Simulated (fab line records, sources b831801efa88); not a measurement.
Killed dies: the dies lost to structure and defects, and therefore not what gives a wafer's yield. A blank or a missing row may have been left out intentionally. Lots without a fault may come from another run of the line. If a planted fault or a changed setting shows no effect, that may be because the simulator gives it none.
Which tool was responsible? -- flow gf180mcu -- Sampling: 14 lots, 42 wafers, 5 of 602 route steps

## WHAT THE GAUGES SHOWED, per wafer
GF_NWELL_OVL_MEAS_07.
lot,measured,on,NWELL_OVL (nm)
L891,day 3 07:13,overlay-01,4.2 1.3 0.4
L892,day 3 16:13,overlay-01,2.6 1.7 3.4
L894,day 4 00:16,overlay-01,1.5 3.4 0.0
L898,day 4 23:25,overlay-02,-0.6 0.7 -1.2
L901,day 5 13:49,overlay-02,1.8 -0.1 -0.8
L902,day 5 17:52,overlay-02,-1.0 -1.1 -1.3
L904,day 6 08:25,overlay-02,1.6 2.7 2.9
L905,day 6 11:37,overlay-02,-0.8 -1.6 -0.4
L906,day 6 17:56,overlay-01,1.8 3.0 2.3
L907,day 6 23:37,overlay-02,0.8 0.8 2.2
L909,day 7 08:46,overlay-02,0.8 0.8 0.1
L910,day 7 15:16,overlay-02,2.7 0.3 0.5
L912,day 8 00:04,overlay-01,0.4 2.2 0.1
L914,day 8 18:04,overlay-02,-0.1 -1.1 -0.6

GF_MVSD_OVL_MEAS_07.
lot,measured,on,MVSD_OVL (nm)
L891,day 4 09:25,overlay-02,-1.1 -3.2 -0.9
L892,day 4 19:01,overlay-02,0.9 0.7 -0.2
L894,day 5 02:37,overlay-02,0.4 2.2 1.0
L898,day 6 05:01,overlay-02,0.3 -0.7 -0.8
L901,day 6 20:10,overlay-02,186.0 184.6 185.2
L902,day 7 00:52,overlay-02,183.6 185.0 183.4
L904,day 7 15:07,overlay-02,-0.8 -3.9 -4.2
L905,day 7 17:43,overlay-02,-0.9 0.7 -0.4
L906,day 8 00:46,overlay-01,2.7 2.0 0.1
L907,day 8 06:46,overlay-02,2.7 1.0 1.6
L909,day 8 16:10,overlay-01,-0.1 -0.4 1.9
L910,day 8 23:07,overlay-01,-0.6 0.2 1.2
L912,day 9 08:46,overlay-02,-1.8 -0.3 0.1
L914,day 10 04:13,overlay-01,0.4 0.9 0.6

GF_VT_IMPLANT_OVL_MEAS_07.
lot,measured,on,VT_IMPLANT_OVL (nm)
L891,day 5 13:25,overlay-02,0.2 -1.0 1.5
L892,day 5 23:55,overlay-01,-1.3 -0.3 -0.6
L894,day 6 07:46,overlay-02,-0.1 0.2 -2.5
L898,day 7 11:31,overlay-02,-0.5 -2.7 -1.4
L901,day 8 02:37,overlay-01,0.6 0.8 -0.3
L902,day 8 08:25,overlay-02,0.1 -0.4 0.6
L904,day 8 22:22,overlay-01,1.2 1.0 1.9
L905,day 9 02:28,overlay-02,-0.4 -1.7 -0.3
L906,day 9 09:49,overlay-02,-1.4 -1.8 -1.8
L907,day 9 16:16,overlay-02,3.9 -0.6 -0.1
L909,day 10 03:10,overlay-01,0.8 0.4 -0.8
L910,day 10 09:49,overlay-02,1.0 -2.4 -0.4
L912,day 10 20:49,overlay-02,0.5 -2.2 -2.4
L914,day 11 17:01,overlay-02,3.3 0.2 3.0

## WHICH TOOL RAN EACH LOT (tool, then ch and the chambers of the sampled wafers, then the start)
lot,GF_DNWELL_STRIP_08,GF_MVSD_EXPOSE_04
L891,"plasmaAsher-01 ch 0,1, day 2 18:55","ilineStepper-02 ch 0, day 4 03:02"
L892,"plasmaAsher-02 ch 0,1, day 3 03:04","ilineStepper-02 ch 0, day 4 12:04"
L894,"plasmaAsher-01 ch 0,1, day 3 10:55","ilineStepper-02 ch 0, day 4 20:20"
L898,"plasmaAsher-01 ch 0,1, day 4 09:28","ilineStepper-02 ch 0, day 5 21:38"
L901,"plasmaAsher-01 ch 0,1, day 5 00:04","ilineStepper-01 ch 0, day 6 12:55"
L902,"plasmaAsher-01 ch 0,1, day 5 03:43","ilineStepper-01 ch 0, day 6 17:40"
L904,"plasmaAsher-02 ch 0,1, day 5 17:25","ilineStepper-02 ch 0, day 7 07:49"
L905,"plasmaAsher-04 ch 0,1, day 5 20:55","ilineStepper-02 ch 0, day 7 10:31"
L906,"plasmaAsher-04 ch 0,1, day 6 02:59","ilineStepper-02 ch 0, day 7 17:24"
L907,"plasmaAsher-02 ch 0,1, day 6 07:57","ilineStepper-02 ch 0, day 7 22:48"
L909,"plasmaAsher-02 ch 0,1, day 6 17:43","ilineStepper-02 ch 0, day 8 08:41"
L910,"plasmaAsher-04 ch 0,1, day 7 00:31","ilineStepper-02 ch 0, day 8 15:08"
L912,"plasmaAsher-02 ch 0,1, day 7 08:58","ilineStepper-02 ch 0, day 9 00:38"
L914,"plasmaAsher-02 ch 0,1, day 8 02:01","ilineStepper-02 ch 0, day 9 19:51"
- GF_DNWELL_STRIP_08: strips in O2/N2.
- GF_MVSD_EXPOSE_04: exposes mask MVSD, target cd 1000 nm.

## AS READ BY THE TOOLS THEMSELVES (means over the sampled wafers that have a number; for cases with no such wafer, the mark the record gives instead)
GF_DNWELL_STRIP_08.
lot,tool,drypumpMotorCurrentA (A),heaterPowerW (W),oesProductAu (a.u.),stripTimeToEndpointS (s)
L891,plasmaAsher-01,5.8,322,0.725,37.04
L892,plasmaAsher-02,5.9,327,0.725,36.97
L894,plasmaAsher-01,5.6,350,0.722,36.91
L898,plasmaAsher-01,5.8,323,0.719,36.88
L901,plasmaAsher-01,5.8,321,0.727,36.96
L902,plasmaAsher-01,5.6,353,0.723,36.88
L904,plasmaAsher-02,5.9,329,0.722,36.97
L905,plasmaAsher-04,6.0,361,0.726,36.92
L906,plasmaAsher-04,6.0,363,0.728,36.96
L907,plasmaAsher-02,5.7,329,0.723,36.82
L909,plasmaAsher-02,5.9,327,0.723,36.91
L910,plasmaAsher-04,6.0,364,0.724,36.92
L912,plasmaAsher-02,5.9,329,0.721,37.09
L914,plasmaAsher-02,5.8,333,0.718,37.03

## THE ANSWER, worked out from the rows above alone
Rule: the lots themselves supply what counts as usual. The widest of any qualifying gaps counts: lots, ordered by their means at a reading, are off when they make up no more than a third of the lots, leave a main group of 4 or more, and stand apart from it by 3 or more times the standard deviation of that group's means. If all means in a main group match to the digits the tables above print for the reading, that group is not used. Also off: a lot with no number at a reading for which 4 or more lots have one. Any other lot the step has rows for is counted as sound. Order of review: gauges by route order, followed by the tools' own readings, for which a lot's mean as printed above is used. At the first step where some lot is off, the reading lying furthest off is the one used; lots without a number count as furthest.
Off: L901, L902, seen at GF_MVSD_OVL_MEAS_07 (MVSD_OVL). For the main group the mean is 0.0 nm and the standard deviation 1.3.
A tool fits if, at a process step before that reading, it ran every lot that is off, and no sound lot after the first of them. Those tools and the gauges at GF_MVSD_OVL_MEAS_07 are tried in the same way. Undecided on this evidence; 2 tools fit (plasmaAsher-01 at GF_DNWELL_STRIP_08, ilineStepper-01 at GF_MVSD_EXPOSE_04).

## WHAT THE SIMULATOR HAD PUT IN
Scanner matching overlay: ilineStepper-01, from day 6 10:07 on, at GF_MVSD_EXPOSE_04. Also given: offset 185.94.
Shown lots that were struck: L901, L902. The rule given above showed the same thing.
